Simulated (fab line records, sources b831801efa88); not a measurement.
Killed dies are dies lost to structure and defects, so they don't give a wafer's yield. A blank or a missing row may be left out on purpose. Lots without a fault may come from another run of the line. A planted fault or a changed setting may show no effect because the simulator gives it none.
One fault seen from 2 desks | flow sky130 | each desk has only its own numbers; what lay behind them comes last

THE TOOL OWNER'S DESK: cmp-02
The tool's own readings at SKY_VIA2_CMP_02 (polishes SiO2): means of the sampled wafers that have a number, for each lot that ran on this tool. A lot is out of limits, marked OUT, if its mean lies more than 4 standard deviations from the usual mean; the brackets give that distance.
Columns: A = motor_current_A at SKY_VIA2_CMP_02, usual 12.6 A; B = retaining_ring_pressure_frac at SKY_VIA2_CMP_02, usual 1.000
lot  | first seen here | A    | B
L786 | day 35 04:00    | 14.0 | 1.001
L788 | day 35 20:14    | 12.4 | 1.006
L789 | day 35 21:48    | 12.7 | 0.996
L792 | day 37 02:26    | 11.8 | 0.998
L794 | day 38 15:02    | 14.4 | 0.999
L798 | day 38 21:00    | 12.3 | 1.005
L799 | day 39 04:02    | 12.9 | 0.999
This desk's finding: nothing out of limits on any of the 7 lots.

THE METROLOGY DESK
What the gauges read, lot by lot, whatever tool the lot ran on: means of the sampled wafers that have a number. A lot is out of limits, marked OUT, if its mean lies more than 4 standard deviations from the usual mean; the brackets give that distance.
Columns: A = VIA3_HDPCVD_THK at SKY_VIA3_THK_MEAS_01, usual 1646 nm; B = cd_nm at SKY_VIA3_CD_MEAS_12, usual 200.0 nm; C = VIA3_W_THK at SKY_VIA3_THK_MEAS_23, usual 376 nm
lot  | first seen here | A    | B     | C
L786 | day 38 14:04    | 1634 | 200.8 | 375
L787 | day 38 14:55    | 1645 | 200.5 | 384
L788 | day 39 04:26    | 1634 | 198.2 | 369
L789 | day 39 06:28    | 1664 | 202.1 | 371
L792 | day 40 10:24    | 1641 | 199.6 | 374
L793 | day 40 11:20    | 1669 | 197.5 | 378
L795 | day 41 20:18    | 1627 | 199.0 | 373
L794 | day 41 21:53    | 1633 | 200.8 | 373
L797 | day 41 22:44    | 1646 | 201.5 | 374
L798 | day 42 02:08    | 1640 | 198.1 | 372
L799 | day 42 08:35    | 1662 | 200.4 | 382
L803 | day 43 14:25    | 1657 | 200.9 | 370
L809 | day 44 18:23    | 1646 | 202.4 | 379
This desk's finding: nothing out of limits on any of the 13 lots.

PUT TOGETHER
The tool owner's desk saw nothing out of limits.
The metrology desk saw nothing out of limits.

WHAT THE SIMULATOR HAD PUT IN
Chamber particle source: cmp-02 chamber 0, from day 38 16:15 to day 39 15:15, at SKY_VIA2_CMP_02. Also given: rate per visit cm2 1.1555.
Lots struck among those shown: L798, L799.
